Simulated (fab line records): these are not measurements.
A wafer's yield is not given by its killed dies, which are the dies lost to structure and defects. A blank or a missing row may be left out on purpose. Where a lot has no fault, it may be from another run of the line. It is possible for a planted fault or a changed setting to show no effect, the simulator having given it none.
The same fault as seen by 2 desks | flow gf180mcu | each desk has only its own numbers; what lay behind them comes last

## THE METROLOGY DESK
Means of the sampled wafers that have a number, per lot and without regard to the tool the lot ran on: this is what the gauges read. Any lot whose mean is over 4 standard deviations away from the usual mean is out of limits and marked OUT; that distance is given in the brackets.
Columns: A = HV_LDD_TW at GF_HV_LDD_TW_MEAS_11, usual 2430; B = HV_LDD_2_TW at GF_HV_LDD_TW_MEAS_23, usual 1062
lot  | first seen here | A    | B
L517 | day 10 08:25    | 2433 | 1071
L519 | day 10 22:25    | 2427 | 1072
L520 | day 11 00:25    | 2441 | 1069
L524 | day 12 11:37    | 2390 | 1044
L525 | day 12 17:25    | 2391 | 1046
L526 | day 13 00:26    | 2442 | 1069
L529 | day 14 08:05    | 2436 | 954 (-6.8) OUT
L530 | day 14 18:11    | 2458 | 963 (-6.2) OUT
L532 | day 15 02:50    | 2443 | 1075
L533 | day 15 06:46    | 2447 | 1075
L534 | day 15 19:10    | 2373 | 1073
L537 | day 16 11:49    | 2389 | 1034
L539 | day 17 01:35    | 2432 | 1037
This desk finds L529, L530 out of limits, with the earliest case on L529 at day 15 05:52 (HV_LDD_2_TW at GF_HV_LDD_TW_MEAS_23). Within limits: L517, L519, L520, L524, L525, L526, L532, L533, L534, L537, L539.

## TOOL OWNER'S DESK, implanter-02
For each lot that ran on this tool, the mean over its sampled wafers that have a number, from the tool's own readings at GF_HV_LDD_IMPLANT_21. Any lot whose mean is over 4 standard deviations away from the usual mean is out of limits and marked OUT; that distance is given in the brackets.
Columns: A = doseIonsCm2 at GF_HV_LDD_IMPLANT_21, usual 5e+13; B = faradayCurrentUA at GF_HV_LDD_IMPLANT_21, usual 281; C = tiltDeg at GF_HV_LDD_IMPLANT_21, usual 7.000 degrees
lot  | first seen here | A                       | B             | C
L525 | day 13 12:44    | 5e+13                   | 285           | 6.976
L526 | day 13 20:10    | 5e+13                   | 284           | 6.992
L529 | day 15 05:38    | 4e+13 (-99 or more) OUT | 216 (-12) OUT | 7.014
L530 | day 15 15:48    | 4e+13 (-99 or more) OUT | 215 (-12) OUT | 6.991
Finding of this desk: L529, L530 out of limits; the first was L529 at day 15 05:38, on doseIonsCm2 at GF_HV_LDD_IMPLANT_21. Within limits: L525, L526.

## BROUGHT TOGETHER
The tool owner's desk had the chance to raise an alarm at day 15 05:38 on L529, L530.
At day 15 05:52 the metrology desk could have sounded an alarm, on L529, L530.
The lots listed all ran GF_HV_LDD_IMPLANT_21 on implanter-02.

## WHAT THE SIMULATOR HAD PUT IN
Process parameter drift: implanter-02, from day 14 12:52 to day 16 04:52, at GF_HV_LDD_IMPLANT_21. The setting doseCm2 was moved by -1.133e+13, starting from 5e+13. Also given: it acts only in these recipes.
Lots struck among those shown: L529, L530.
Time in hours from fault onset to the first out-of-limits reading at each desk: tool owner's desk 17, metrology desk 17.
